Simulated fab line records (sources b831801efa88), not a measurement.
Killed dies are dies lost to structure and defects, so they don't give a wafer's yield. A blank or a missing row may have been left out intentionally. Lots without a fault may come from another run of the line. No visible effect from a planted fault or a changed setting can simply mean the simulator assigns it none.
Commonality check across tools / flow gf180mcu / 36 wafers sampled across 12 lots

== REASON IT WAS OPENED ==
GF_HV_LDD_TW_MEAS_23, reading HV_LDD_2_TW: flagged on 2 of 12 lots. No-fault wafers: 1062, standard deviation 13.
Rule: a lot is flagged when every wafer of it that has a number lies more than 4 standard deviations from that mean, or none has a number. All remaining lots are regarded as sound.

lot=L113; measured=day 10 18:17; on=filmMetro-01; HV_LDD_2_TW, wafer by wafer=1073 1072 1076; flag=
lot=L115; measured=day 11 06:21; on=filmMetro-01; HV_LDD_2_TW, wafer by wafer=1073 1070 1072; flag=
lot=L117; measured=day 12 00:22; on=filmMetro-03; HV_LDD_2_TW, wafer by wafer=1050 1045 1042; flag=
lot=L118; measured=day 12 09:42; on=filmMetro-01; HV_LDD_2_TW, wafer by wafer=1069 1069 1073; flag=
lot=L120; measured=day 13 05:21; on=filmMetro-03; HV_LDD_2_TW, wafer by wafer=1043 1038 1041; flag=
lot=L121; measured=day 13 16:38; on=filmMetro-03; HV_LDD_2_TW, wafer by wafer=1047 1043 1049; flag=
lot=L123; measured=day 14 10:15; on=filmMetro-04; HV_LDD_2_TW, wafer by wafer=1069 1070 1067; flag=
lot=L126; measured=day 15 05:25; on=filmMetro-03; HV_LDD_2_TW, wafer by wafer=30 30 30; flag=FLAGGED
lot=L127; measured=day 15 15:47; on=filmMetro-01; HV_LDD_2_TW, wafer by wafer=1069 1073 1075; flag=
lot=L129; measured=day 16 00:16; on=filmMetro-04; HV_LDD_2_TW, wafer by wafer=30 30 30; flag=FLAGGED
lot=L134; measured=day 17 07:09; on=filmMetro-01; HV_LDD_2_TW, wafer by wafer=1087 1077 1088; flag=
lot=L135; measured=day 17 15:20; on=filmMetro-04; HV_LDD_2_TW, wafer by wafer=1061 1059 1058; flag=
The mean of the flagged lots' numbers is 30, -1032 from the usual (-79 standard deviations).

== WHICH TOOL RAN EACH LOT ==
The record holds 1 process step before the reading, out of a route of 602 steps. Every cell lists first the tool, next ch and the chambers used by the sampled wafers, and last the start.
lot=L113; flag=; GF_HV_LDD_DEVELOP_18=lithoTrack-02 ch 0, day 10 17:43
lot=L115; flag=; GF_HV_LDD_DEVELOP_18=lithoTrack-03 ch 0, day 11 05:49
lot=L117; flag=; GF_HV_LDD_DEVELOP_18=lithoTrack-01 ch 0, day 11 23:48
lot=L118; flag=; GF_HV_LDD_DEVELOP_18=lithoTrack-03 ch 0, day 12 09:10
lot=L120; flag=; GF_HV_LDD_DEVELOP_18=lithoTrack-03 ch 0, day 13 04:47
lot=L121; flag=; GF_HV_LDD_DEVELOP_18=lithoTrack-03 ch 0, day 13 16:05
lot=L123; flag=; GF_HV_LDD_DEVELOP_18=lithoTrack-01 ch 0, day 14 09:43
lot=L126; flag=FLAGGED; GF_HV_LDD_DEVELOP_18=lithoTrack-03 ch 0, day 15 04:55
lot=L127; flag=; GF_HV_LDD_DEVELOP_18=lithoTrack-02 ch 0, day 15 15:13
lot=L129; flag=FLAGGED; GF_HV_LDD_DEVELOP_18=lithoTrack-03 ch 0, day 15 23:40
lot=L134; flag=; GF_HV_LDD_DEVELOP_18=lithoTrack-01 ch 0, day 17 06:38
lot=L135; flag=; GF_HV_LDD_DEVELOP_18=lithoTrack-02 ch 0, day 17 14:49
What these steps do:
- GF_HV_LDD_DEVELOP_18: develop time 60 s.
- GF_HV_LDD_TW_MEAS_23

== FLAGGED OVER TOTAL, TOOL BY TOOL (the gauges that took the reading come last) ==
step=GF_HV_LDD_DEVELOP_18; tool=lithoTrack-01; lots run=3; flagged=0; share of the flagged lots=none; sound lots run after its first flagged lot=-
step=GF_HV_LDD_DEVELOP_18; tool=lithoTrack-02; lots run=3; flagged=0; share of the flagged lots=none; sound lots run after its first flagged lot=-
step=GF_HV_LDD_DEVELOP_18; tool=lithoTrack-03; lots run=6; flagged=2; share of the flagged lots=all; sound lots run after its first flagged lot=0
step=GF_HV_LDD_TW_MEAS_23; tool=filmMetro-01; lots run=5; flagged=0; share of the flagged lots=none; sound lots run after its first flagged lot=-
step=GF_HV_LDD_TW_MEAS_23; tool=filmMetro-03; lots run=4; flagged=1; share of the flagged lots=some; sound lots run after its first flagged lot=0
step=GF_HV_LDD_TW_MEAS_23; tool=filmMetro-04; lots run=3; flagged=1; share of the flagged lots=some; sound lots run after its first flagged lot=1 (L135)

== THE TABLE: WHAT IT ALLOWS ==
Rows of the table that ran each flagged lot: 1, that is lithoTrack-03 at GF_HV_LDD_DEVELOP_18.
- lithoTrack-03 at GF_HV_LDD_DEVELOP_18: 2 of its 6 lots flagged. It ran its last sound lot, L121, at day 13 16:05 and its first flagged lot, L126, at day 15 04:55: a fault with its onset between the two fits.
Just one tool remains: lithoTrack-03 at GF_HV_LDD_DEVELOP_18.

== WHAT THE SIMULATOR PUT IN ==
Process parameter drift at GF_HV_LDD_DEVELOP_18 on lithoTrack-03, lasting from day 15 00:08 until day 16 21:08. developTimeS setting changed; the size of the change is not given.
Struck lots among those shown: L126, L129. This agrees with what the rule above found.
